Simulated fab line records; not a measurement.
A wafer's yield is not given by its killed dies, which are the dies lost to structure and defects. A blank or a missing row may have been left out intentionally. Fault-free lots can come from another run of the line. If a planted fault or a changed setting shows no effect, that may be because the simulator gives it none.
The same fault as seen by 2 desks / flow sky130 / what lay behind the numbers comes last; until then each desk has only its own

## AT THE TOOL OWNER'S DESK: rie diel-02
The tool's own readings at SKY_FIELD_ISO_ETCH_14 (etches BARC in N2/H2, stops on SiO2, time 45.9 s, target depth 60 nm): means of the sampled wafers that have a number, for each lot that ran on this tool. Any lot whose mean is over 4 standard deviations away from the usual mean is out of limits and marked OUT; that distance is given in the brackets.
Columns: A = drypump motor current A at SKY_FIELD_ISO_ETCH_14, usual 5.8 A; B = oes product au at SKY_FIELD_ISO_ETCH_14, usual 0.854 a.u.; C = run length s at SKY_FIELD_ISO_ETCH_14, usual 74.3 s; D = throttle valve pct at SKY_FIELD_ISO_ETCH_14, usual 13.226 %
lot=L743; first seen here=day 3 04:35; A=6.0; B=0.860; C=73.9; D=13.230
lot=L745; first seen here=day 3 13:43; A=5.8; B=0.849; C=74.4; D=13.226
lot=L750; first seen here=day 4 14:34; A=5.8; B=0.853; C=74.2; D=13.218
lot=L751; first seen here=day 4 19:02; A=5.8; B=0.852; C=74.2; D=13.218
lot=L755; first seen here=day 5 16:20; A=5.8; B=0.903 (+10) OUT; C=66.4 (-16) OUT; D=13.237
lot=L757; first seen here=day 6 04:15; A=5.8; B=0.894 (+8.3) OUT; C=66.6 (-16) OUT; D=13.227
lot=L758; first seen here=day 6 09:52; A=6.0; B=0.904 (+10) OUT; C=66.0 (-17) OUT; D=13.234
This desk's finding: out of limits on L755, L757, L758; first on L755, day 5 16:20 (oes product au at SKY_FIELD_ISO_ETCH_14). L743, L745, L750, L751 stayed within limits.

## AT THE METROLOGY DESK
Means of the sampled wafers that have a number, per lot and without regard to the tool the lot ran on: this is what the gauges read. Any lot whose mean is over 4 standard deviations away from the usual mean is out of limits and marked OUT; that distance is given in the brackets.
Columns: A = FIELD_ISO_OXIDATION_01_THK at SKY_FIELD_ISO_THK_MEAS_23, usual 9.91 nm; B = PWDE_OVL at SKY_PWDE_OVL_MEAS_07, usual -1.2 nm; C = NWELL_00_OVL at SKY_NWELL_OVL_MEAS_10, usual 0.4 nm; D = VT_ADJUST_NCORE_OVL at SKY_VT_ADJUST_NCORE_OVL_MEAS_08, usual 0.6 nm
lot=L740; first seen here=day 2 15:10; A=10.06; B=-1.1; C=2.6; D=1.0
lot=L742; first seen here=day 3 04:56; A=9.94; B=-0.3; C=1.9; D=2.7
lot=L743; first seen here=day 3 07:28; A=9.85; B=-3.6; C=0.8; D=1.3
lot=L744; first seen here=day 3 11:32; A=9.95; B=-0.8; C=-0.3; D=-1.0
lot=L745; first seen here=day 3 16:43; A=9.89; B=-2.4; C=-1.0; D=1.5
lot=L747; first seen here=day 4 03:41; A=9.85; B=0.2; C=-1.3; D=-1.4
lot=L748; first seen here=day 4 06:30; A=9.66; B=-1.1; C=1.9; D=1.0
lot=L749; first seen here=day 4 13:13; A=9.70; B=-2.2; C=0.5; D=1.1
lot=L750; first seen here=day 4 16:52; A=9.76; B=-2.0; C=-0.2; D=-0.2
lot=L751; first seen here=day 4 20:45; A=10.28; B=-1.3; C=1.6; D=-1.1
lot=L752; first seen here=day 5 03:52; A=9.95; B=-1.9; C=0.0; D=0.1
lot=L755; first seen here=day 5 18:03; A=9.94; B=0.4; C=-0.1; D=1.5
lot=L756; first seen here=day 6 06:39; A=9.86; B=0.4; C=-1.6; D=1.2
lot=L757; first seen here=day 6 06:40; A=9.98; B=0.1; C=-0.9; D=2.1
lot=L758; first seen here=day 6 12:15; A=10.21; B=-0.6; C=0.0; D=0.5
This desk found nothing out of limits on any of the 15 lots.

## ALL TOGETHER
The tool owner's desk had the chance to raise an alarm at day 5 16:20 on L755, L757, L758.
Nothing out of limits was seen by the metrology desk.
The metrology desk holds a record of L755, L757, L758, inside its limits.
On rie diel-02, each named lot ran SKY_FIELD_ISO_ETCH_14.

## WHAT WAS PUT IN BY THE SIMULATOR
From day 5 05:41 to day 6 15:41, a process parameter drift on rie diel-02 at SKY_FIELD_ISO_ETCH_14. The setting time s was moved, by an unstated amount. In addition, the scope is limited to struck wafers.
Lots struck among those shown: L755, L757, L758.
How many hours passed from the start of the fault until each desk's first out-of-limits reading: the tool owner's desk, 11.
